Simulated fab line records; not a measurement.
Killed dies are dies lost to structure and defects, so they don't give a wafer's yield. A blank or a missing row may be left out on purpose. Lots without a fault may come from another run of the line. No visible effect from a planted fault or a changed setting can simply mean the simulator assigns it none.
Which of the tools did it? | flow sky130 | 7 lots with 21 wafers sampled at 3 steps, on a route of 708 steps

WHAT EACH GAUGE READ, for each wafer
SKY_CONTACT_BOW_MEAS_05.
lot  | measured     | on           | CONTACT_BOW (um)
L538 | day 31 05:12 | filmMetro-03 | 86 88 80
L541 | day 32 08:46 | filmMetro-01 | 79 83 82
L543 | day 32 17:20 | filmMetro-02 | 85 84 90
L547 | day 34 09:05 | filmMetro-02 | 84 85 72
L551 | day 35 09:40 | filmMetro-02 | 77 89 83
L559 | day 37 15:23 | filmMetro-01 | 94 76 82

WHAT TOOL EACH LOT RAN ON (gives the tool, then ch and the chambers of the sampled wafers, and finally the start)
lot  | SKY_NWELL_OXIDATION_01       | SKY_LOCAL_INTERCONNECT_SPUTTER_00
L538 | furnace-01 ch 0, day 2 21:59 | pvdSputter-03, day 30 00:02
L541 | furnace-01 ch 0, day 3 14:25 | pvdSputter-02, day 31 02:46
L543 | furnace-01 ch 0, day 3 20:37 | pvdSputter-02, day 31 12:43
L547 | furnace-02 ch 0, day 5 00:38 | pvdSputter-01, day 33 04:50
L551 | furnace-02 ch 0, day 5 17:41 | pvdSputter-02, day 34 06:26
L557 | furnace-02, day 6 22:39      | -
L559 | furnace-02 ch 0, day 7 15:13 | pvdSputter-02, day 36 12:05
- SKY_NWELL_OXIDATION_01: stabilise 600 s, purge 300 s, target thk 10 nm.
- SKY_LOCAL_INTERCONNECT_SPUTTER_00: material TiN, target thk 100 nm, time 83.3 s.

THE ANSWER, worked out from the rows above alone
Rule: the lots themselves supply what counts as usual. Put in order of their means at a reading, lots are off if they are a third of the lots or fewer, leave a main group of 4 or more, and stand apart from it by a gap of 3 or more times the standard deviation of the main group's means; of several such gaps the widest counts. If all means in a main group match to the digits the tables above print for the reading, that group is not used. Also off: a lot with no number at a reading for which 4 or more lots have one. Any other lot the step has rows for is counted as sound.
No lot is off on any of the readings shown, so nothing can be concluded from this.

WHAT THE SIMULATOR HAD INSERTED
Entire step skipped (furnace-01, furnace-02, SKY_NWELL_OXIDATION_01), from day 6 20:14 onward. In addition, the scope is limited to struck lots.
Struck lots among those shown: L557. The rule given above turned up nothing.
